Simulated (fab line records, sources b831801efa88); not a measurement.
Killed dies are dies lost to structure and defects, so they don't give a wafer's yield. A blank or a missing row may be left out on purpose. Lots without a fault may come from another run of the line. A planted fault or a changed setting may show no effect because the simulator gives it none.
A struck lot beside a sound one | flow sky130 | 15 steps out of a route of 708
Sound: wafers L123.1, L123.4, L123.6. Struck: wafers L129.2, L129.4, L129.6. The cause comes at the end.
At each step with rows: each side's tool, then ch and its chambers, then its first start. Under that, the readings that differ: sound wafers | struck wafers | difference of the means | sigmas: that difference in standard deviations of wafers without a fault.
alike: readings whose means differ by less than 2 such deviations, and words and numbers that are the same on both sides. not compared: withheld readings, readings that some wafer has no value for, bounds like >300 that may hide the same value, and numbers for which the record gives no deviation and whose values overlap.
The two part at a step that has a row with sigmas, a row that says differs or no value, or rows on one side only. Numbers that don't overlap but have no deviation are shown without sigmas and don't part them. A reading that every wafer of one side lacks parts them only if that side has two wafers or more.

first, 1 step without rows for these wafers: SKY_VT_ADJUST_PCH_IMPLANT_08.
SKY_VT_ADJUST_PCH_STRIP_09: strips in O2/N2.
  sound on plasma_asher-04 ch 0,1, day 11 09:40; struck on plasma_asher-02 ch 0,1, day 13 23:40
  reading                     | sound       | struck      | difference | sigmas
  drypump_motor_current_A (A) | 5.9 5.6 5.9 | 6.4 6.4 6.6 | +0.7       | +2
  alike: chamber_pressure_mTorr, oes_product_au, strip_time_to_endpoint_s
  not compared: rf_hours_counter_h
SKY_VT_ADJUST_PCH_TW_MEAS_10:
  sound on film_metro-01, day 11 09:46; struck on film_metro-01, day 13 23:46
  alike: VT_ADJUST_PCH_TW
then, 7 steps without rows for these wafers: SKY_SONOS_TUNNEL_DEHYDRATE_00 (time 60 s); SKY_SONOS_TUNNEL_HMDS_01 (prime time 60 s); SKY_SONOS_TUNNEL_COAT_02 (resist thk 1140 nm); SKY_SONOS_TUNNEL_SOFTBAKE_03 (time 60 s); SKY_SONOS_TUNNEL_EXPOSE_04 (exposes mask TUNM, target cd 410 nm); SKY_SONOS_TUNNEL_PEB_05; SKY_SONOS_TUNNEL_DEVELOP_06 (develop time 60 s).
SKY_SONOS_TUNNEL_CD_MEAS_07: target cd 410 nm.
  sound on cd_sem-01, day 12 09:37; struck on cd_sem-02, day 15 01:56
  alike: cd_nm
SKY_SONOS_TUNNEL_OVL_MEAS_08:
  sound on overlay-02, day 12 09:44; struck on overlay-01, day 15 02:02
  reading               | sound       | struck         | difference | sigmas
  SONOS_TUNNEL_OVL (nm) | 3.5 1.6 2.1 | -1.0 -1.0 -0.2 | -3.1       | -2
SKY_SONOS_TUNNEL_IMPLANT_09:
  sound on implanter-02 ch 0, day 12 09:46; struck on implanter-03 ch 0, day 15 02:05
  reading                   | sound                | struck               | difference | sigmas
  beam_energy_keV           | 20.000 19.994 19.994 | 18.674 18.674 18.668 | -1.324     | -99 or more
  model.implant.rp_nm (nm)  | 67.35 67.35 67.35    | 59.99 59.99 59.99    | -7.36      |
  model.implant.drp_nm (nm) | 28.34 28.34 28.34    | 27 27 27             | -1         |
then, 2 steps without rows for these wafers: SKY_SONOS_TUNNEL_WET_ETCH_10 (etches SiO2 in dHF, target depth 14 nm, time 280 s); SKY_PAD_OPEN_PROBE_99.

WHERE THEY PART
First at SKY_VT_ADJUST_PCH_STRIP_09; last, within this record, at SKY_SONOS_TUNNEL_IMPLANT_09.

WHY: what the simulator had put in
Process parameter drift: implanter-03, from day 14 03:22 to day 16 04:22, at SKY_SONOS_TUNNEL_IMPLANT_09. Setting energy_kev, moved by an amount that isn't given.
